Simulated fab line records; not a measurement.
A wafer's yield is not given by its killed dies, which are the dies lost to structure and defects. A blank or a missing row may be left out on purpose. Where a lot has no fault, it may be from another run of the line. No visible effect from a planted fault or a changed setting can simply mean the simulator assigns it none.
One fault seen from 2 desks	flow gf180mcu	each desk has only its own numbers; what lay behind them comes last

FROM THE METROLOGY DESK
Lot by lot, what the gauges showed, no matter which tool ran the lot: averages of those sampled wafers that carry a number. A lot is out of limits, marked OUT, if its mean lies more than 4 standard deviations from the usual mean; the brackets give that distance.
Columns: A = PASSIVATION_BOW at GF_PASSIVATION_BOW_MEAS_14, usual 135 um
lot	first seen here	A
L774	day 28 22:15	151
L775	day 29 03:20	141
L776	day 29 12:41	140
L778	day 30 06:21	139
L781	day 31 02:35	146
L782	day 31 17:36	124
L784	day 32 10:21	146
L785	day 32 22:20	123
L791	day 33 16:30	135
L792	day 33 23:25	127
L794	day 34 10:02	127
L795	day 34 15:32	142
L797	day 35 01:07	147
This desk's verdict: no lot among the 13 shows anything out of limits.

THE TOOL OWNER'S DESK: rieMetal-01
The tool's own readings at GF_TOP_METAL_METAL_ETCH_16 (etches the open film in Cl2/BCl3, stops on SiO2, target depth 1197 nm, time 199.5 s): means of the sampled wafers that have a number, for each lot that ran on this tool. A lot is out of limits, marked OUT, if its mean lies more than 4 standard deviations from the usual mean; the brackets give that distance.
Columns: A = drypumpMotorCurrentA at GF_TOP_METAL_METAL_ETCH_16, usual 5.5 A; B = oesProductAu at GF_TOP_METAL_METAL_ETCH_16, usual 0.989 a.u.; C = runLengthS at GF_TOP_METAL_METAL_ETCH_16, usual 228.1 s; D = throttleValvePct at GF_TOP_METAL_METAL_ETCH_16, usual 28.230 %
lot	first seen here	A	B	C	D
L774	day 27 23:40	6.3	0.989	228.1	28.235
L775	day 28 03:15	6.0	0.987	228.0	28.229
L781	day 30 06:01	6.0	0.990	228.1	28.223
L784	day 31 14:53	5.7	0.977	234.6 (+7.1) OUT	28.248
L785	day 32 02:30	5.7	0.973	234.7 (+7.1) OUT	28.245
This desk's finding: out of limits on L784, L785; first on L784, day 31 14:53 (runLengthS at GF_TOP_METAL_METAL_ETCH_16). In limits: L774, L775, L781.

BROUGHT TOGETHER
At day 31 14:53, on L784, L785, the tool owner's desk was in a position to raise an alarm.
The metrology desk saw nothing out of limits.
The metrology desk has L784, L785 on record, within its limits.
The lots listed all ran GF_TOP_METAL_METAL_ETCH_16 on rieMetal-01.

WHAT THE SIMULATOR HAD PUT IN
rieMetal-01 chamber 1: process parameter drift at GF_TOP_METAL_METAL_ETCH_16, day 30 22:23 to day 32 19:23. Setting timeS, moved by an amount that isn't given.
Shown lots that were struck: L784, L785.
Hours from the fault's start to each desk's first reading out of limits: the tool owner's desk, 16.
